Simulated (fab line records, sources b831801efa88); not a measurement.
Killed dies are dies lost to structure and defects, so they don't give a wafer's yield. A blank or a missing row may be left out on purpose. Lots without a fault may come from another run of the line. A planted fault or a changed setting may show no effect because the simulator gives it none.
A struck lot beside a sound one | flow sky130 | 44 steps out of a route of 708
Sound: wafers L320.1, L320.3, L320.5. Struck: wafer L331.1. (L331.4, L331.6 of the same lot were not struck and are left out.) The cause comes at the end.
At each step with rows: each side's tool, then ch and its chambers, then its first start. Under that, the readings that differ: sound wafers | struck wafers | difference of the means | sigmas: that difference in standard deviations of wafers without a fault.
alike: readings whose means differ by less than 2 such deviations, and words and numbers that are the same on both sides. not compared: withheld readings, readings that some wafer has no value for, bounds like >300 that may hide the same value, and numbers for which the record gives no deviation and whose values overlap.
The two part at a step that has a row with sigmas, a row that says differs or no value, or rows on one side only. Numbers that don't overlap but have no deviation are shown without sigmas and don't part them. A reading that every wafer of one side lacks parts them only if that side has two wafers or more.

first, 7 steps without rows for these wafers: SKY_VIA3_ETCH_15 (etches SiO2 in C4F8/O2/Ar, stops on TiN, target depth 507 nm, time 78 s); SKY_VIA3_STRIP_16 (strips in O2/N2); SKY_VIA3_STRIP_17 (strips in post etch residue remover, time 1200 s); SKY_VIA3_CLEAN_18 (cleans in IPA, time 180 s); SKY_VIA3_CLEAN_19 (cleans in O3/DIW); SKY_VIA3_SPUTTER_20 (material TiN, target thk 20 nm, time 80 s); SKY_VIA3_CVD_21 (deposits W, target thk 390 nm, time 117.31 s).
SKY_VIA3_RS_MEAS_22: measures by four-point-probe.
  sound on film_metro-02, day 42 16:54; struck on film_metro-02, day 44 22:01
  alike: VIA3_W_RS
SKY_VIA3_THK_MEAS_23: measures by xrf.
  sound on film_metro-02, day 42 17:01; struck on film_metro-02, day 44 22:08
  alike: VIA3_W_THK
then, 1 step without rows for these wafers: SKY_VIA3_CMP_24 (polishes, stops on SiO2, t overpolish 20 s, target thk 0 nm).
SKY_METAL4_SPUTTER_00: material Ti, target thk 15 nm, time 10 s.
  sound on pvd_sputter-03, day 42 17:23; struck on pvd_sputter-01, day 44 22:30
  alike: throttle_valve_pct
SKY_METAL4_SPUTTER_01: material TiN, target thk 20 nm, time 16.7 s.
  sound on pvd_sputter-03, day 42 17:24; struck on pvd_sputter-01, day 44 22:31
  alike: throttle_valve_pct
SKY_METAL4_SPUTTER_02: material AlCu, target thk 735 nm, time 40.79 s.
  sound on pvd_sputter-03, day 42 17:26; struck on pvd_sputter-01, day 44 22:33
  reading                                     | sound             | struck | difference | sigmas
  model.AlCu_of_METAL4_SPUTTER_02.thk_nm (nm) | 776.3 776.1 780.3 | 528.8  | -248.8     |
  alike: throttle_valve_pct
SKY_METAL4_SPUTTER_03: material Ti, target thk 5 nm, time 3.3 s.
  sound on pvd_sputter-03, day 42 17:28; struck on pvd_sputter-01, day 44 22:35
  reading                | sound          | struck | difference | sigmas
  throttle_valve_pct (%) | 28.0 30.6 31.7 | 27.2   | -2.9       | -2
SKY_METAL4_SPUTTER_04: material TiN, target thk 70 nm, time 58.3 s.
  sound on pvd_sputter-03, day 42 17:29; struck on pvd_sputter-01, day 44 22:36
  alike: throttle_valve_pct
then, 1 step without rows for these wafers: SKY_CAP2M_CVD_00 (deposits SiO2, target thk 15.5 nm).
SKY_CAP2M_THK_MEAS_01:
  sound on film_metro-03, day 42 17:34; struck on film_metro-03, day 44 22:40
  alike: CAP2M_CVD_00_THK
then, 1 step without rows for these wafers: SKY_CAP2M_SPUTTER_02 (material TiN, target thk 200 nm, time 166.7 s).
SKY_CAP2M_RS_MEAS_03: measures by four-point-probe.
  sound on film_metro-01, day 42 17:44; struck on film_metro-01, day 44 22:50
  alike: CAP2M_TIN_RS
SKY_CAP2M_THK_MEAS_04: measures by xrf.
  sound on film_metro-01, day 42 17:52; struck on film_metro-01, day 44 22:58
  alike: CAP2M_TIN_THK
then, 7 steps without rows for these wafers: SKY_CAP2M_DEHYDRATE_05 (time 60 s); SKY_CAP2M_HMDS_06 (prime time 60 s); SKY_CAP2M_COAT_07 (resist thk 1140 nm); SKY_CAP2M_SOFTBAKE_08 (time 60 s); SKY_CAP2M_EXPOSE_09 (exposes mask CAP2M, target cd 1000 nm); SKY_CAP2M_PEB_10; SKY_CAP2M_DEVELOP_11 (develop time 60 s).
SKY_CAP2M_OVL_MEAS_12:
  sound on overlay-01, day 43 16:20; struck on overlay-01, day 45 19:50
  alike: CAP2M_OVL
SKY_CAP2M_METAL_ETCH_13: etches TiN in Cl2/BCl3, stops on SiO2, target depth 220 nm, time 62.9 s.
  sound on rie_metal-03 ch 1, day 43 16:22; struck on rie_metal-04 ch 0, day 45 19:52
  reading                     | sound             | struck | difference | sigmas
  drypump_motor_current_A (A) | 6.0 6.0 6.0       | 4.7    | -1.3       | -2
  mfc_cl2_sccm (sccm)         | 59.90 59.74 59.80 | 60.20  | +0.39      | +2
  alike: oes_product_au, throttle_valve_pct
  not compared: rf_hours_counter_h
then, 12 steps without rows for these wafers: SKY_CAP2M_STRIP_14 (strips in O2/N2); SKY_CAP2M_STRIP_15 (strips in post etch residue remover, time 1200 s); SKY_CAP2M_CLEAN_16 (cleans in IPA, time 180 s); SKY_CAP2M_CLEAN_17 (cleans in O3/DIW); SKY_METAL4_DEHYDRATE_05 (time 60 s); SKY_METAL4_HMDS_06 (prime time 60 s); SKY_METAL4_COAT_07 (resist thk 60 nm); SKY_METAL4_COAT_08 (resist thk 1140 nm); SKY_METAL4_SOFTBAKE_09 (time 90 s); SKY_METAL4_EXPOSE_10 (exposes mask MM4, target cd 300 nm); SKY_METAL4_PEB_11; SKY_METAL4_DEVELOP_12 (develop time 60 s).
SKY_METAL4_CD_MEAS_13: target cd 300 nm.
  sound on cd_sem-01, day 44 15:14; struck on cd_sem-02, day 46 16:55
  alike: cd_nm
SKY_METAL4_METAL_ETCH_18: etches the open film in Cl2/BCl3, stops on SiO2, target depth 845 nm, time 183.1 s.
  sound on rie_metal-01 ch 0,1, day 44 15:32; struck on rie_metal-01 ch 0, day 46 17:13
  reading               | sound             | struck | difference | sigmas
  oes_product_au (a.u.) | 0.893 0.887 0.888 | 0.746  | -0.143     | -22
  alike: drypump_motor_current_A, mfc_cl2_sccm, throttle_valve_pct
  not compared: rf_hours_counter_h
-- the record jumps here: 3 days lie between the struck wafers' starts before and after (it left off in module METAL4 and takes up again in module PAD_OPEN, whose first step shown is number 708 of the route) --
SKY_PAD_OPEN_PROBE_99:
  sound on prober-02, day 48 06:49; struck on prober-02, day 50 01:51
  reading                      | sound                   | struck | difference | sigmas
  defect_limited_yield (%)     | 87.0 87.4 86.6          | 81.1   | -5.9       | -3
  killed_at_contacts           | 24 21 13                | 31     | +12        | +2
  killed_dies                  | 64 62 66                | 93     | +29        | +3
  killed_short                 | 24 24 27                | 49     | +24        | +4
  sort_bin_5_function (%)      | 7.5 8.7 8.9             | 11.2   | +2.8       | +2
  sort_bin_6_memory (%)        | 5.1 3.3 3.9             | 7.1    | +3.0       | +3
  sort_n_pass                  | 428 430 426             | 399    | -29        | -3
  sort_yield_pct (%)           | 87.0 87.4 86.6          | 81.1   | -5.9       | -3
  model.etest.met4.line_ohm_um | 0.1356 0.1391 0.1354    | 0.2053 | +0.0686    |
  model.etest.met4.rs_ohm_sq   | 0.04041 0.04034 0.04049 | 0.0593 | +0.0189    |
  alike: killed_at_M0_to_M3, killed_at_M4_up, killed_at_front_end, killed_at_other, killed_open, sort_bin_3_pad_short
  not compared: model.etest.via4_chain.rc_ohm

WHERE THEY PART
First at SKY_METAL4_SPUTTER_03; last, within this record, at SKY_PAD_OPEN_PROBE_99.

WHY: what the simulator had put in
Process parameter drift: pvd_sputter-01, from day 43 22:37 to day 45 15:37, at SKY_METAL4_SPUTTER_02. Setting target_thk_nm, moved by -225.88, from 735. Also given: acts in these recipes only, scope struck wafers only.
